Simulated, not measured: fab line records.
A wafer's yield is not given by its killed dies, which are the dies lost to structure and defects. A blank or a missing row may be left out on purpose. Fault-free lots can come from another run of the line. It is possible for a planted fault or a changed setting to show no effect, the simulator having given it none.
Which tool did it? | flow sky130 | 21 wafers from 7 lots sampled at 2 of the route's 708 steps

WHAT EACH GAUGE READ, for each wafer
SKY_LI_CONTACT_THK_MEAS_01.
lot  | measured     | on            | LI_CONTACT_HDPCVD_THK (nm)
L854 | day 28 21:50 | film-metro-02 | 924 911 915
L860 | day 30 18:51 | film-metro-03 | 929 937 932
L862 | day 31 17:52 | film-metro-03 | 907 907 910
L864 | day 32 05:20 | film-metro-02 | 918 917 916
L865 | day 33 00:14 | film-metro-01 | 933 907 918
L874 | day 35 11:23 | film-metro-03 | 926 912 943
L876 | day 36 02:11 | film-metro-03 | 920 915 911

EACH LOT AND THE TOOL THAT RAN IT (in order: tool; ch and the chambers of the sampled wafers; start)
lot  | SKY_LI_CONTACT_HDPCVD_00
L854 | hdpcvd-02 ch 1,2, day 28 21:44
L860 | hdpcvd-01 ch 0,1,2, day 30 18:44
L862 | hdpcvd-02 ch 0,2, day 31 17:46
L864 | hdpcvd-02 ch 0,1, day 32 05:14
L865 | hdpcvd-01 ch 0,1,2, day 33 00:07
L874 | hdpcvd-01 ch 0,1, day 35 11:17
L876 | hdpcvd-02 ch 0,1,2, day 36 02:04
- SKY_LI_CONTACT_HDPCVD_00: deposits PSG, target thk 930 nm, time 155 s.

THE ANSWER, worked out from the rows above alone
Rule: what is usual is taken from the lots themselves. The widest of any qualifying gaps counts: lots, ordered by their means at a reading, are off when they make up no more than a third of the lots, leave a main group of 4 or more, and stand apart from it by 3 or more times the standard deviation of that group's means. A main group is skipped when, at the precision printed for the reading in the tables above, its means are all equal. A lot without any number at a reading at which 4 lots or more have one is off too. All remaining lots with rows at the step are treated as sound.
Across all readings shown, no lot is off: no conclusion can be drawn from this.

WHAT THE SIMULATOR HAD INSERTED
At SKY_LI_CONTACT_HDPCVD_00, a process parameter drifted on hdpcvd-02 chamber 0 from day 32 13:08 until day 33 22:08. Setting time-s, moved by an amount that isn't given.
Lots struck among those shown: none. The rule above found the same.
